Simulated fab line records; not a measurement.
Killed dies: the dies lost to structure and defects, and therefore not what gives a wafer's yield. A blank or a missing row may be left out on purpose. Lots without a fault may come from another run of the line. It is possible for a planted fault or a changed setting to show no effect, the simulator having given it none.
fab line records	flow gf180mcu
record: lots: 15	wafers: 45	last-day: 34
route steps=602 shown M3@425 V3@450 M4@457
lots with no fault: from the same line, run without faults
start-h: hours from the record's first day to the start of the lot's first wafer shown	wait-h: time in hours since the lot's previous step	" unchanged from the row above	L1.1+2: a single row standing in for several wafers	- no value, or no start was given	* or withheld: withheld	< > ~ a bound
route shown NAME@n: a module of which the file shows steps, and the number in the route of the first	usual: mean/standard deviation taken from wafers without a fault	same: alike in all rows	chamber/n: place in a boat	sites: per-site readings	_std_site: the standard deviation of these	_edge_site: mean of outer sites minus mean of inner sites	radius-mm: how far each site lies from the wafer's centre	mask NAME#n: copy n	behind: the tool/chamber that last shaped the wafer	hold: why the lot was held/for how many hours/how that ended	device: the n, p or np transistor that did not switch	end of line: tests of these same wafers at the route's end	a step without rows: its recipe alone	killed: dies lost to structure and defects at the first sort, not the wafer's yield	map: per-die view of a wafer (x killed, . not killed, _ where there is no die)
set.NAME: the setting the step ran with; set.NAME@STEP: the setting that earlier step ran with	model.NAME: the simulator's own value behind a step, which no gauge read
the route's steps for a sample of lots (tables are steps, rows are wafers)
services: when a tool's chamber went out of use (start-h, in hours from the record's first day, below 0 if earlier), for how many hours, and the reason
== steps ==
step: GF_M3_METAL_ETCH_16
recipe: chemistry: Cl2/BCl3	mask-material: KrF	target-depth-nm: 627.5	stop-on: SiO2	pressure-mtorr: 8	icp-w: 800	bias-w: 140	Cl2_flow_sccm: 80	bcl3-flow-sccm: 40	time-s: 104.6
usual: drypump-motor-current-A: 5.6/0.39	oes-product-au: 0.972/0.0078	throttle-valve-pct: 28.250/0.011
lot.wafer	tool	chamber	start-h	wait-h	drypump-motor-current-A	oes-product-au	rf-hours-counter-h	throttle-valve-pct
L878.1	rie-metal-03	0	484.46	0.0	5.3	0.974	4.5	28.241
L878.3	"	1	"	"	5.9	0.974	-	28.247
L878.4	"	0	"	"	5.3	0.985	-	28.247
L879.1	rie-metal-04	1	498.76	0.0	5.0	0.971	11.1	28.261
L879.3	"	1	"	"	5.0	0.962	-	28.232
L879.4	"	1	"	"	5.0	0.972	-	28.247
L880.1	rie-metal-01	1	507.96	0.0	6.1	0.964	8.8	28.265
L880.3	"	1	"	"	6.1	0.972	-	28.254
L880.6	"	0	"	"	6.3	0.965	-	28.241
L883.2	rie-metal-01	1	537.51	0.0	6.1	0.985	9.2	28.253
L883.5	"	1	"	"	6.1	0.974	-	28.258
L883.6	"	0	"	"	6.3	0.985	-	28.251
L885.4	rie-metal-04	0	554.87	0.0	5.6	0.958	-	28.241
L885.5	"	0	"	"	5.6	0.977	-	28.252
L885.6	"	1	"	"	5.1	0.984	-	28.236
L886.1	rie-metal-03	0	559.18	0.0	5.3	0.963	6.6	28.255
L886.2	"	1	"	"	5.9	0.967	6.0	28.265
L886.4	"	1	"	"	5.9	0.962	-	28.255
L887.1	rie-metal-04	0	574.73	0.0	5.6	0.977	2.4	28.255
L887.3	"	0	"	"	5.6	0.968	-	28.244
L887.6	"	0	"	"	5.6	0.975	-	28.251
L890.1	rie-metal-04	0	590.36	0.0	5.6	0.971	3.9	28.240
L890.2	"	0	"	"	5.6	0.976	-	28.257
L890.6	"	0	"	"	5.6	0.971	-	28.251
L891.3	rie-metal-03	0	601.15	0.1	5.3	0.962	-	28.263
L891.4	"	1	"	"	5.9	0.958	-	28.263
L891.5	"	1	"	"	5.9	0.976	-	28.252
L892.3	rie-metal-03	0	616.87	0.1	5.3	0.967	-	28.258
L892.5	"	1	"	"	5.9	0.977	-	28.248
L892.6	"	0	"	"	5.3	0.961	-	28.262
L893.2	rie-metal-04	1	622.36	0.0	5.0	0.967	0.8	28.248
L893.3	"	1	"	"	5.0	0.966	-	28.262
L893.5	"	1	"	"	5.0	0.972	-	28.256
L898.4	rie-metal-03	0	649.81	0.0	5.3	0.971	-	28.250
L898.5	"	0	"	"	5.3	0.984	-	28.231
L898.6	"	1	"	"	5.9	0.980	-	28.254
L899.1	rie-metal-04	1	661.91	0.0	5.1	0.979	2.0	28.237
L899.4	"	0	"	"	5.6	0.976	-	28.254
L899.5	"	0	"	"	5.6	0.976	-	28.252
L900.1	rie-metal-04	1	663.16	0.0	5.1	0.974	2.1	28.243
L900.2	"	0	"	"	5.6	0.967	6.3	28.248
L900.3	"	1	"	"	5.0	0.970	-	28.245
L901.1	rie-metal-03	1	666.11	0.0	5.9	0.974	9.9	28.247
L901.3	"	1	"	"	5.9	0.975	-	28.244
L901.5	"	0	"	"	5.3	0.979	-	28.242
step: GF_V3_SPUTTER_21
recipe: material: Ti	target-thk-nm: 15	chamber-pressure-pa: 5	power-w: 2500	substrate-temp-c: 200	time-s: 80.02
usual: cathode-dc-power-W: 2500.0/0.45	chamber-pressure-pa: 5.000/0.0097	throttle-valve-pct: 30.5/1.1
lot.wafer	tool	chamber	start-h	wait-h	cathode-dc-power-W	chamber-pressure-pa	throttle-valve-pct
L878.1	pvd-sputter-04	-	510.26	0.0	2500.2	4.990	30.7
L878.3	"	-	"	"	2500.5	5.016	31.1
L878.4	"	-	"	"	2499.6	5.005	29.0
L879.1	pvd-sputter-02	-	523.83	0.0	2500.6	5.007	31.2
L879.3	"	-	"	"	2500.4	5.002	29.1
L879.4	"	-	"	"	2500.7	5.001	31.2
L880.1	pvd-sputter-04	-	533.53	0.0	2500.9	4.996	28.8
L880.3	"	-	"	"	2501.0	5.022	31.3
L880.6	"	-	"	"	2500.1	5.014	31.1
L883.2	pvd-sputter-03	-	562.18	0.0	2500.6	4.980	32.8
L883.5	"	-	"	"	2500.1	5.013	30.4
L883.6	"	-	"	"	2499.6	4.981	30.6
L885.4	pvd-sputter-04	-	578.63	0.0	2499.7	5.008	29.1
L885.5	"	-	"	"	2500.9	5.005	31.0
L885.6	"	-	"	"	2499.6	4.990	28.8
L886.1	pvd-sputter-03	-	583.38	0.0	2500.5	4.991	29.3
L886.2	"	-	"	"	2499.5	4.999	30.6
L886.4	"	-	"	"	2499.9	4.998	32.8
L887.1	pvd-sputter-03	-	598.50	0.0	2499.6	5.002	30.2
L887.3	"	-	"	"	2500.3	4.986	30.5
L887.6	"	-	"	"	2500.2	5.008	30.4
L890.1	pvd-sputter-03	-	613.30	0.0	-	-	-
L890.2	"	-	"	"	-	-	-
L890.6	"	-	"	"	-	-	-
L891.3	pvd-sputter-02	-	624.34	0.0	-	-	-
L891.4	"	-	"	"	-	-	-
L891.5	"	-	"	"	-	-	-
L892.3	pvd-sputter-03	-	640.63	0.0	-	-	-
L892.5	"	-	"	"	-	-	-
L892.6	"	-	"	"	-	-	-
L893.2	pvd-sputter-02	-	645.03	0.0	2500.0	4.985	30.2
L893.3	"	-	"	"	2499.7	5.007	28.7
L893.5	"	-	"	"	2499.9	5.000	30.2
L898.4	pvd-sputter-02	-	671.15	0.0	2499.8	5.004	30.9
L898.5	"	-	"	"	2499.3	5.009	31.0
L898.6	"	-	"	"	2500.9	5.007	30.4
L899.1	pvd-sputter-03	-	683.25	0.0	2500.4	4.992	28.9
L899.4	"	-	"	"	2500.1	5.004	30.3
L899.5	"	-	"	"	2499.8	4.999	32.8
L900.1	pvd-sputter-03	-	684.45	0.0	2499.3	4.995	30.2
L900.2	"	-	"	"	2499.6	5.006	29.1
L900.3	"	-	"	"	2500.2	4.988	32.7
L901.1	pvd-sputter-04	-	687.15	0.0	2500.3	5.004	31.3
L901.3	"	-	"	"	2500.1	4.991	30.1
L901.5	"	-	"	"	2499.8	4.993	28.6
step: GF_M4_SPUTTER_01
recipe: material: TiN	target-thk-nm: 30	power-w: 6500	time-s: 25	chamber-pressure-pa: 0.4
usual: cathode-dc-power-W: 6499.8/1.2	chamber-pressure-pa: 0.4001/0.00086	throttle-valve-pct: 30.1/0.99
lot.wafer	tool	chamber	start-h	wait-h	cathode-dc-power-W	chamber-pressure-pa	throttle-valve-pct
L878.1	pvd-sputter-01	-	511.06	0.1	6498.4	0.4017	30.6
L878.3	"	-	"	"	6500.8	0.3995	29.0
L878.4	"	-	"	"	6497.6	0.3989	28.6
L879.1	pvd-sputter-04	-	524.73	0.1	6500.3	0.4020	31.4
L879.3	"	-	"	"	6499.0	0.4006	31.3
L879.4	"	-	"	"	6498.1	0.4014	29.0
L880.1	pvd-sputter-01	-	534.38	0.1	6500.6	0.4002	29.0
L880.3	"	-	"	"	6498.8	0.3996	28.6
L880.6	"	-	"	"	6499.1	0.4004	29.2
L883.2	pvd-sputter-01	-	562.97	0.1	6499.3	0.3987	28.4
L883.5	"	-	"	"	6499.6	0.4005	29.5
L883.6	"	-	"	"	6497.7	0.3996	28.6
L885.4	pvd-sputter-02	-	579.45	0.0	6501.1	0.4010	30.3
L885.5	"	-	"	"	6500.5	0.4004	31.1
L885.6	"	-	"	"	6497.0	0.4002	30.8
L886.1	pvd-sputter-02	-	584.17	0.1	6499.9	0.3997	31.1
L886.2	"	-	"	"	6501.0	0.4006	31.1
L886.4	"	-	"	"	6499.8	0.4002	31.0
L887.1	pvd-sputter-01	-	599.29	0.1	6500.7	0.4005	30.4
L887.3	"	-	"	"	6499.7	0.3996	29.2
L887.6	"	-	"	"	6501.1	0.3988	29.0
L893.2	pvd-sputter-02	-	645.82	0.1	6499.2	0.4010	30.1
L893.3	"	-	"	"	6500.2	0.4009	31.0
L893.5	"	-	"	"	6500.1	0.3996	31.0
L898.4	pvd-sputter-04	-	671.94	0.1	6498.9	0.3997	31.4
L898.5	"	-	"	"	6500.9	0.4008	28.8
L898.6	"	-	"	"	6501.8	0.4001	31.2
L899.1	pvd-sputter-04	-	684.16	0.1	6500.6	0.3993	30.7
L899.4	"	-	"	"	6500.8	0.4014	28.9
L899.5	"	-	"	"	6496.3	0.3993	30.4
L900.1	pvd-sputter-02	-	685.25	0.1	6500.1	0.3999	30.2
L900.2	"	-	"	"	6498.6	0.4027	28.9
L900.3	"	-	"	"	6501.4	0.3999	31.1
L901.1	pvd-sputter-02	-	687.94	0.1	6500.5	0.4001	31.2
L901.3	"	-	"	"	6500.0	0.4003	30.4
L901.5	"	-	"	"	6502.7	0.4007	30.9
step: GF_M4_SPUTTER_03
recipe: material: Ti	target-thk-nm: 10	substrate-temp-c: 300	chamber-pressure-pa: 0.3	power-w: 3000	time-s: 6.7
usual: cathode-dc-power-W: 3000.0/0.49	chamber-pressure-pa: 0.3001/0.00061	throttle-valve-pct: 30.1/0.98
lot.wafer	tool	chamber	start-h	wait-h	cathode-dc-power-W	chamber-pressure-pa	throttle-valve-pct
L878.1	pvd-sputter-01	-	511.12	0.0	2998.6	0.3015	30.6
L878.3	"	-	"	"	3000.2	0.3001	29.1
L878.4	"	-	"	"	3000.0	0.3002	28.9
L879.1	pvd-sputter-04	-	524.79	0.0	3000.4	0.3003	31.2
L879.3	"	-	"	"	3000.2	0.3004	31.4
L879.4	"	-	"	"	3000.0	0.2994	28.9
L880.1	pvd-sputter-01	-	534.44	0.0	2999.6	0.3006	29.2
L880.3	"	-	"	"	2999.3	0.2999	28.4
L880.6	"	-	"	"	3000.9	0.3004	29.2
L883.2	pvd-sputter-01	-	563.04	0.0	3000.2	0.2990	28.5
L883.5	"	-	"	"	3000.2	0.2999	29.4
L883.6	"	-	"	"	3000.0	0.2993	28.6
L885.4	pvd-sputter-02	-	579.51	0.0	2999.4	0.3010	30.3
L885.5	"	-	"	"	2999.0	0.3002	31.1
L885.6	"	-	"	"	3000.4	0.2997	30.9
L886.1	pvd-sputter-02	-	584.24	0.0	3000.3	0.2999	31.2
L886.2	"	-	"	"	3000.2	0.2995	31.0
L886.4	"	-	"	"	2999.6	0.3003	31.1
L887.1	pvd-sputter-01	-	599.35	0.0	2999.9	0.2996	30.7
L887.3	"	-	"	"	2999.9	0.3001	29.4
L887.6	"	-	"	"	3000.1	0.3000	28.9
L893.2	pvd-sputter-02	-	645.88	0.0	2999.5	0.2997	29.9
L893.3	"	-	"	"	3000.4	0.2987	31.2
L893.5	"	-	"	"	2999.7	0.3008	31.1
L898.4	pvd-sputter-04	-	672.00	0.0	2999.5	0.3004	31.3
L898.5	"	-	"	"	2999.3	0.3005	28.7
L898.6	"	-	"	"	2999.9	0.3007	31.2
L899.1	pvd-sputter-04	-	684.22	0.0	3000.5	0.2996	30.2
L899.4	"	-	"	"	3000.3	0.3006	28.8
L899.5	"	-	"	"	3000.0	0.3001	30.4
L900.1	pvd-sputter-02	-	685.31	0.0	3000.3	0.3007	30.2
L900.2	"	-	"	"	2999.6	0.3007	28.9
L900.3	"	-	"	"	2999.8	0.3007	30.9
L901.1	pvd-sputter-02	-	688.00	0.0	3000.4	0.3002	31.1
L901.3	"	-	"	"	2999.8	0.3005	30.0
L901.5	"	-	"	"	3000.3	0.2998	30.9
== services ==
tool	chamber	start-h	hours	kind
rie-metal-04	0	480.83	-	clean
rie-metal-04	0	480.83	20.8	scheduled-down
rie-metal-04	0	480.83	20.8	vent-cycle
rie-metal-01	-	490.62	15.6	pm
rie-metal-01	-	522.21	14.6	pm
pvd-sputter-01	-	552.55	1.5	repair
rie-metal-04	1	561.68	-	clean
rie-metal-04	1	561.68	29.8	scheduled-down
rie-metal-04	1	561.68	29.8	vent-cycle
rie-metal-01	-	564.52	28.1	pm
rie-metal-04	-	594.44	0.9	repair
pvd-sputter-01	-	607.61	1.4	repair
pvd-sputter-04	-	609.45	2.5	repair
rie-metal-01	1	616.79	-	clean
rie-metal-01	1	616.79	19.0	scheduled-down
rie-metal-01	1	616.79	19.0	vent-cycle
pvd-sputter-03	-	632.72	5.4	repair
rie-metal-01	0	655.95	-	clean
rie-metal-01	0	655.95	28.1	scheduled-down
rie-metal-01	0	655.95	28.1	vent-cycle
rie-metal-01	1	687.48	36.7	repair
== key ==
first-sign: step: GF_V3_SPUTTER_21	reading: tool-record	direction: missing
effect none on later readings
met-at GF_V3_SPUTTER_21
struck-lots L890,L891,L892
later-rows-left-out L890.1,L890.2,L890.6,L891.3,L891.4,L891.5,L892.3,L892.5,L892.6
sort-left-out L890.1,L890.2,L890.6,L891.3,L891.4,L891.5,L892.3,L892.5,L892.6
not-acting-at GF_M3_METAL_ETCH_16,GF_M4_SPUTTER_01,GF_M4_SPUTTER_03
onset-between 598.50 613.30
fault: kind: skipped-step-whole	tool: pvd-sputter-02,pvd-sputter-03	chamber: -	onset-h: 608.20	steps: GF_V3_SPUTTER_21	scope: struck-lots-only
sort-left-out: the simulated sort isn't trusted on such a fault, so these wafers' sort isn't shown, and their yield isn't known
later-rows-left-out: the simulator's readings of these wafers behind a module that went badly wrong aren't trusted and aren't shown, but for the sort
